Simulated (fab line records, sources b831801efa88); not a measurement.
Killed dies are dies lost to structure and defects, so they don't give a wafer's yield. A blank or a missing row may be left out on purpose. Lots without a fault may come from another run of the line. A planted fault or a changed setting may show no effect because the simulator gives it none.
Which tool did it? | flow sky130 | 6 lots, 17 wafers sampled, at 4 steps of a route of 708

WHAT THE GAUGES READ, wafer by wafer
SKY_CONTACT_RS_MEAS_25: measures by four-point-probe.
lot  | measured     | on            | CONTACT_W_RS (ohm/sq)
L333 | day 32 01:40 | film_metro-02 | 0.340 0.340 0.336
L336 | day 33 14:20 | film_metro-01 | 0.340 0.333 0.340
L338 | day 34 06:46 | film_metro-01 | 0.336 0.337 0.337
L343 | day 35 14:38 | film_metro-04 | 0.371 0.376
L347 | day 37 05:04 | film_metro-04 | 0.335 0.339 0.335
L355 | day 38 21:18 | film_metro-02 | 0.333 0.335 0.338

WHICH TOOL RAN EACH LOT (tool, then ch and the chambers of the sampled wafers, then the start)
lot  | SKY_LI_CONTACT_ETCH_14             | SKY_CONTACT_ETCH_18                           | SKY_CONTACT_CVD_24
L333 | rie_diel-03 ch 0,1,2, day 29 15:34 | rie_diel-01 ch 1,2,3, day 32 01:33 or earlier | cvd_w-02 ch 0,1, day 32 01:33
L336 | rie_diel-02 ch 0,1, day 31 04:07   | rie_diel-03 ch 2,3, day 33 14:13 or earlier   | cvd_w-02 ch 0,1, day 33 14:13
L338 | rie_diel-02 ch 1,2,3, day 31 21:58 | rie_diel-01 ch 1,2, day 34 06:38 or earlier   | cvd_w-01 ch 0,1, day 34 06:38
L343 | rie_diel-03 ch 3, day 33 06:23     | rie_diel-03 ch 0,2, day 35 14:31 or earlier   | cvd_w-01 ch 0,1, day 35 14:31
L347 | rie_diel-01 ch 1,2,3, day 34 21:28 | rie_diel-01 ch 0,2,3, day 37 04:56 or earlier | cvd_w-02 ch 0,1, day 37 04:56
L355 | rie_diel-01 ch 0,3, day 36 13:04   | rie_diel-03 ch 1,2,3, day 38 21:11 or earlier | cvd_w-02 ch 0,1, day 38 21:11
- SKY_LI_CONTACT_ETCH_14: etches BARC in N2/H2, stops on SiO2, time 45.9 s, target depth 60 nm.
- SKY_CONTACT_ETCH_18: etches Si3N4 in CHF3/O2, stops on TiN, time 39 s, target depth 75 nm.
- SKY_CONTACT_CVD_24: deposits W, target thk 340 nm, time 102.12 s.

THE ANSWER, worked out from the rows above alone
Rule: what is usual is taken from the lots themselves. Put in order of their means at a reading, lots are off if they are a third of the lots or fewer, leave a main group of 4 or more, and stand apart from it by a gap of 3 or more times the standard deviation of the main group's means; of several such gaps the widest counts. A main group whose means are all the same, to the digits that the tables above print for the reading, isn't used. A lot without any number at a reading at which 4 lots or more have one is off too. The other lots that the step has rows for count as sound.
Off: L343, at SKY_CONTACT_RS_MEAS_25 (CONTACT_W_RS). The main group: mean 0.337 ohm/sq, standard deviation 0.0011.
A tool fits if, at a process step before that reading, it ran every lot that is off, and no sound lot after the first of them. The gauges at SKY_CONTACT_RS_MEAS_25 are tried like those tools. SKY_CONTACT_ETCH_18 gives no start for some lots, so the hours and the order of its lots are those of SKY_CONTACT_CVD_24. Can't be told from this: 2 tools fit, rie_diel-03 at SKY_LI_CONTACT_ETCH_14, cvd_w-01 at SKY_CONTACT_CVD_24.

WHAT THE SIMULATOR HAD PUT IN
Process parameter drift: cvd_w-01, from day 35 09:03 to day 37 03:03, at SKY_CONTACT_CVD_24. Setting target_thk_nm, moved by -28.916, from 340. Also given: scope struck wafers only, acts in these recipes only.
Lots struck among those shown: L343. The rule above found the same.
